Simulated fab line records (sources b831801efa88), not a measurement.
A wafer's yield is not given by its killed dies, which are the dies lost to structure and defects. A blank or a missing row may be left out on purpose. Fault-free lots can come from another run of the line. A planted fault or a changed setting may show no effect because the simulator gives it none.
Which of the tools did it? :: flow sky130 :: 13 lots with 39 wafers sampled at 4 steps, on a route of 708 steps

WHAT THE GAUGES SHOWED, per wafer
The record holds no reading of a measuring or inspecting step that can be judged against a usual standard deviation.

WHAT TOOL EACH LOT RAN ON (gives the tool, then ch and the chambers of the sampled wafers, and finally the start)
lot: L933
SKY_LOCAL_INTERCONNECT_STRIP_15: plasma-asher-02 ch 0,1, day 30 04:16
SKY_CONTACT_ETCH_18: rie-diel-04 ch 0,1, day 31 10:41 or earlier
SKY_CONTACT_SPUTTER_23: pvd-sputter-03, day 31 10:41
SKY_PAD_OPEN_PROBE_99: -

lot: L934
SKY_LOCAL_INTERCONNECT_STRIP_15: plasma-asher-02 ch 0,1, day 30 17:39
SKY_CONTACT_ETCH_18: rie-diel-02 ch 1,2,3, day 31 23:49 or earlier
SKY_CONTACT_SPUTTER_23: pvd-sputter-04, day 31 23:49
SKY_PAD_OPEN_PROBE_99: -

lot: L935
SKY_LOCAL_INTERCONNECT_STRIP_15: plasma-asher-01 ch 0,1, day 30 23:47
SKY_CONTACT_ETCH_18: rie-diel-04 ch 2,3, day 32 04:59 or earlier
SKY_CONTACT_SPUTTER_23: pvd-sputter-04, day 32 04:59
SKY_PAD_OPEN_PROBE_99: prober-02, day 46 05:49

lot: L936
SKY_LOCAL_INTERCONNECT_STRIP_15: plasma-asher-03 ch 0, day 31 07:17
SKY_CONTACT_ETCH_18: rie-diel-01 ch 0,1,3, day 32 13:37 or earlier
SKY_CONTACT_SPUTTER_23: pvd-sputter-04, day 32 13:37
SKY_PAD_OPEN_PROBE_99: prober-01, day 46 12:55

lot: L939
SKY_LOCAL_INTERCONNECT_STRIP_15: plasma-asher-03 ch 0,1, day 32 07:07
SKY_CONTACT_ETCH_18: rie-diel-02 ch 1,2,3, day 33 14:46 or earlier
SKY_CONTACT_SPUTTER_23: pvd-sputter-04, day 33 14:46
SKY_PAD_OPEN_PROBE_99: prober-02, day 47 08:55

lot: L947
SKY_LOCAL_INTERCONNECT_STRIP_15: plasma-asher-02 ch 0,1, day 34 18:38
SKY_CONTACT_ETCH_18: rie-diel-01 ch 0,3, day 35 22:38 or earlier
SKY_CONTACT_SPUTTER_23: pvd-sputter-03, day 35 22:38
SKY_PAD_OPEN_PROBE_99: prober-02, day 49 00:07

lot: L948
SKY_LOCAL_INTERCONNECT_STRIP_15: plasma-asher-02 ch 0,1, day 35 06:16
SKY_CONTACT_ETCH_18: rie-diel-02 ch 0,2,3, day 36 10:22 or earlier
SKY_CONTACT_SPUTTER_23: pvd-sputter-01, day 36 10:22
SKY_PAD_OPEN_PROBE_99: prober-01, day 49 06:46

lot: L949
SKY_LOCAL_INTERCONNECT_STRIP_15: plasma-asher-02 ch 1, day 35 13:07
SKY_CONTACT_ETCH_18: rie-diel-02 ch 0,1,2, day 36 17:02 or earlier
SKY_CONTACT_SPUTTER_23: pvd-sputter-01, day 36 17:02
SKY_PAD_OPEN_PROBE_99: prober-02, day 49 13:59

lot: L951
SKY_LOCAL_INTERCONNECT_STRIP_15: plasma-asher-01 ch 0,1, day 36 14:46
SKY_CONTACT_ETCH_18: rie-diel-02 ch 1,3, day 37 18:13 or earlier
SKY_CONTACT_SPUTTER_23: pvd-sputter-03, day 37 18:13
SKY_PAD_OPEN_PROBE_99: -

lot: L952
SKY_LOCAL_INTERCONNECT_STRIP_15: plasma-asher-02 ch 0,1, day 36 15:30
SKY_CONTACT_ETCH_18: rie-diel-04 ch 0,3, day 37 20:16 or earlier
SKY_CONTACT_SPUTTER_23: pvd-sputter-01, day 37 20:16
SKY_PAD_OPEN_PROBE_99: prober-02, day 50 08:07

lot: L953
SKY_LOCAL_INTERCONNECT_STRIP_15: plasma-asher-02 ch 0,1, day 36 19:39
SKY_CONTACT_ETCH_18: rie-diel-02 ch 2,3, day 38 00:00 or earlier
SKY_CONTACT_SPUTTER_23: pvd-sputter-01, day 38 00:00
SKY_PAD_OPEN_PROBE_99: -

lot: L954
SKY_LOCAL_INTERCONNECT_STRIP_15: plasma-asher-01 ch 0,1, day 36 20:18
SKY_CONTACT_ETCH_18: rie-diel-01 ch 0,2,3, day 38 00:42 or earlier
SKY_CONTACT_SPUTTER_23: pvd-sputter-03, day 38 00:42
SKY_PAD_OPEN_PROBE_99: -

lot: L956
SKY_LOCAL_INTERCONNECT_STRIP_15: plasma-asher-01 ch 0,1, day 37 07:49
SKY_CONTACT_ETCH_18: rie-diel-01 ch 0,1,3, day 38 11:50 or earlier
SKY_CONTACT_SPUTTER_23: pvd-sputter-03, day 38 11:50
SKY_PAD_OPEN_PROBE_99: -
- SKY_LOCAL_INTERCONNECT_STRIP_15: strips in O2/N2.
- SKY_CONTACT_ETCH_18: etches Si3N4 in CHF3/O2, stops on TiN, time 39 s, target depth 75 nm.
- SKY_CONTACT_SPUTTER_23: material TiN, target thk 20 nm, time 80 s.
- SKY_PAD_OPEN_PROBE_99

AS READ BY THE TOOLS THEMSELVES (means over the sampled wafers that have a number; for cases with no such wafer, the mark the record gives instead)
SKY_LOCAL_INTERCONNECT_STRIP_15.
lot: L933
tool: plasma-asher-02
drypump-motor-current-A (A): 5.9
oes-product-au (a.u.): 0.428
strip-time-to-endpoint-s (s): 4.733

lot: L934
tool: plasma-asher-02
drypump-motor-current-A (A): 5.7
oes-product-au (a.u.): 0.430
strip-time-to-endpoint-s (s): 4.745

lot: L935
tool: plasma-asher-01
drypump-motor-current-A (A): 6.1
oes-product-au (a.u.): 0.428
strip-time-to-endpoint-s (s): 4.725

lot: L936
tool: plasma-asher-03
drypump-motor-current-A (A): 6.1
oes-product-au (a.u.): 0.431
strip-time-to-endpoint-s (s): 4.731

lot: L939
tool: plasma-asher-03
drypump-motor-current-A (A): 5.9
oes-product-au (a.u.): 0.431
strip-time-to-endpoint-s (s): 4.705

lot: L947
tool: plasma-asher-02
drypump-motor-current-A (A): 5.9
oes-product-au (a.u.): 0.427
strip-time-to-endpoint-s (s): 4.709

lot: L948
tool: plasma-asher-02
drypump-motor-current-A (A): 5.9
oes-product-au (a.u.): 0.429
strip-time-to-endpoint-s (s): 4.698

lot: L949
tool: plasma-asher-02
drypump-motor-current-A (A): 6.3
oes-product-au (a.u.): 0.421
strip-time-to-endpoint-s (s): 4.694

lot: L951
tool: plasma-asher-01
drypump-motor-current-A (A): 6.0
oes-product-au (a.u.): 0.425
strip-time-to-endpoint-s (s): 4.709

lot: L952
tool: plasma-asher-02
drypump-motor-current-A (A): 5.9
oes-product-au (a.u.): 0.421
strip-time-to-endpoint-s (s): 4.723

lot: L953
tool: plasma-asher-02
drypump-motor-current-A (A): 5.9
oes-product-au (a.u.): 0.427
strip-time-to-endpoint-s (s): 4.711

lot: L954
tool: plasma-asher-01
drypump-motor-current-A (A): 6.1
oes-product-au (a.u.): 0.430
strip-time-to-endpoint-s (s): 4.724

lot: L956
tool: plasma-asher-01
drypump-motor-current-A (A): 6.0
oes-product-au (a.u.): 0.426
strip-time-to-endpoint-s (s): 4.701

SKY_CONTACT_ETCH_18.
lot: L933
tool: rie-diel-04
drypump-motor-current-A (A): 5.3
oes-product-au (a.u.): 0.853
throttle-valve-pct (%): 8.783

lot: L934
tool: rie-diel-02
drypump-motor-current-A (A): 6.1
oes-product-au (a.u.): 0.862
throttle-valve-pct (%): 8.793

lot: L935
tool: rie-diel-04
drypump-motor-current-A (A): 5.4
oes-product-au (a.u.): 0.853
throttle-valve-pct (%): 8.796

lot: L936
tool: rie-diel-01
drypump-motor-current-A (A): 5.7
oes-product-au (a.u.): 0.855
throttle-valve-pct (%): 8.786

lot: L939
tool: rie-diel-02
drypump-motor-current-A (A): 6.0
oes-product-au (a.u.): 0.848
throttle-valve-pct (%): 8.791

lot: L947
tool: rie-diel-01
drypump-motor-current-A (A): 5.7
oes-product-au (a.u.): 0.859
throttle-valve-pct (%): 8.794

lot: L948
tool: rie-diel-02
drypump-motor-current-A (A): 6.0
oes-product-au (a.u.): 0.848
throttle-valve-pct (%): 8.793

lot: L949
tool: rie-diel-02
drypump-motor-current-A (A): 6.1
oes-product-au (a.u.): 0.861
throttle-valve-pct (%): 8.789

lot: L951
tool: rie-diel-02
drypump-motor-current-A (A): 6.0
oes-product-au (a.u.): 0.858
throttle-valve-pct (%): 8.795

lot: L952
tool: rie-diel-04
drypump-motor-current-A (A): 5.5
oes-product-au (a.u.): 0.851
throttle-valve-pct (%): 8.788

lot: L953
tool: rie-diel-02
drypump-motor-current-A (A): 6.0
oes-product-au (a.u.): 0.852
throttle-valve-pct (%): 8.796

lot: L954
tool: rie-diel-01
drypump-motor-current-A (A): 5.6
oes-product-au (a.u.): 0.861
throttle-valve-pct (%): 8.788

lot: L956
tool: rie-diel-01
drypump-motor-current-A (A): 5.7
oes-product-au (a.u.): 0.853
throttle-valve-pct (%): 8.797

SKY_CONTACT_SPUTTER_23.
lot: L933
tool: pvd-sputter-03
cathode-dc-power-W (W): 3999.6
chamber-pressure-pa (Pa): 5.005
throttle-valve-pct (%): 29.6

lot: L934
tool: pvd-sputter-04
cathode-dc-power-W (W): 4000.8
chamber-pressure-pa (Pa): 4.998
throttle-valve-pct (%): 28.9

lot: L935
tool: pvd-sputter-04
cathode-dc-power-W (W): 4000.8
chamber-pressure-pa (Pa): 4.992
throttle-valve-pct (%): 29.0

lot: L936
tool: pvd-sputter-04
cathode-dc-power-W (W): 4000.6
chamber-pressure-pa (Pa): 4.994
throttle-valve-pct (%): 29.0

lot: L939
tool: pvd-sputter-04
cathode-dc-power-W (W): 4000.3
chamber-pressure-pa (Pa): 5.008
throttle-valve-pct (%): 29.7

lot: L947
tool: pvd-sputter-03
cathode-dc-power-W (W): -
chamber-pressure-pa (Pa): -
throttle-valve-pct (%): -

lot: L948
tool: pvd-sputter-01
cathode-dc-power-W (W): -
chamber-pressure-pa (Pa): -
throttle-valve-pct (%): -

lot: L949
tool: pvd-sputter-01
cathode-dc-power-W (W): -
chamber-pressure-pa (Pa): -
throttle-valve-pct (%): -

lot: L951
tool: pvd-sputter-03
cathode-dc-power-W (W): 3999.8
chamber-pressure-pa (Pa): 4.994
throttle-valve-pct (%): 29.2

lot: L952
tool: pvd-sputter-01
cathode-dc-power-W (W): 3999.8
chamber-pressure-pa (Pa): 4.990
throttle-valve-pct (%): 29.9

lot: L953
tool: pvd-sputter-01
cathode-dc-power-W (W): 4000.0
chamber-pressure-pa (Pa): 4.994
throttle-valve-pct (%): 30.9

lot: L954
tool: pvd-sputter-03
cathode-dc-power-W (W): 3999.5
chamber-pressure-pa (Pa): 5.005
throttle-valve-pct (%): 29.7

lot: L956
tool: pvd-sputter-03
cathode-dc-power-W (W): 3999.7
chamber-pressure-pa (Pa): 5.002
throttle-valve-pct (%): 29.1

SKY_PAD_OPEN_PROBE_99.
lot: L935
tool: prober-02
killed_at_M0_to_M3: 46
killed_at_M4_up: 3.0
killed-at-contacts: 30
killed-at-front-end: 15
killed-at-other: 0.0
killed-dies: 94
killed-on-rim: 17
killed-open: 52
killed-short: 42

lot: L936
tool: prober-01
killed_at_M0_to_M3: 50
killed_at_M4_up: 2.7
killed-at-contacts: 23
killed-at-front-end: 17
killed-at-other: 0.0
killed-dies: 93
killed-on-rim: 17
killed-open: 51
killed-short: 42

lot: L939
tool: prober-02
killed_at_M0_to_M3: 44
killed_at_M4_up: 1.3
killed-at-contacts: 21
killed-at-front-end: 20
killed-at-other: 0.0
killed-dies: 86
killed-on-rim: 20
killed-open: 49
killed-short: 36

lot: L947
tool: prober-02
killed_at_M0_to_M3: 46
killed_at_M4_up: 1.7
killed-at-contacts: 433
killed-at-front-end: 11
killed-at-other: 0.3
killed-dies: 492
killed-on-rim: 96
killed-open: 44
killed-short: 39

lot: L948
tool: prober-01
killed_at_M0_to_M3: 37
killed_at_M4_up: 2.3
killed-at-contacts: 434
killed-at-front-end: 18
killed-at-other: 0.3
killed-dies: 492
killed-on-rim: 96
killed-open: 42
killed-short: 39

lot: L949
tool: prober-02
killed_at_M0_to_M3: 50
killed_at_M4_up: 2.7
killed-at-contacts: 426
killed-at-front-end: 14
killed-at-other: 0.0
killed-dies: 492
killed-on-rim: 96
killed-open: 55
killed-short: 35

lot: L952
tool: prober-02
killed_at_M0_to_M3: 47
killed_at_M4_up: 2.3
killed-at-contacts: 29
killed-at-front-end: 14
killed-at-other: 0.3
killed-dies: 92
killed-on-rim: 17
killed-open: 49
killed-short: 43

THE ANSWER, worked out from the rows above alone
Rule: the lots themselves supply what counts as usual. Put in order of their means at a reading, lots are off if they are a third of the lots or fewer, leave a main group of 4 or more, and stand apart from it by a gap of 3 or more times the standard deviation of the main group's means; of several such gaps the widest counts. Not used: any main group whose means are identical at the precision the tables above print for the reading. Also off: a lot with no number at a reading for which 4 or more lots have one. The other lots that the step has rows for count as sound. First the gauges in route order, then the tools' own readings, where a lot's mean is used as printed above. At the first step where some lot is off, the reading lying furthest off is the one used; lots without a number count as furthest.
Off: L947, L948, L949 (SKY_CONTACT_SPUTTER_23, cathode-dc-power-W). Without a number there: L947, L948, L949. Main group: mean 4000.1 W, sd 0.47.
A tool fits if, at that step or a process step before it, it ran every lot that is off, and no sound lot after the first of them. SKY_CONTACT_ETCH_18 gives no start for some lots, so the hours and the order of its lots are those of SKY_CONTACT_SPUTTER_23. Of those tried, none fits.

WHAT THE SIMULATOR HAD INSERTED
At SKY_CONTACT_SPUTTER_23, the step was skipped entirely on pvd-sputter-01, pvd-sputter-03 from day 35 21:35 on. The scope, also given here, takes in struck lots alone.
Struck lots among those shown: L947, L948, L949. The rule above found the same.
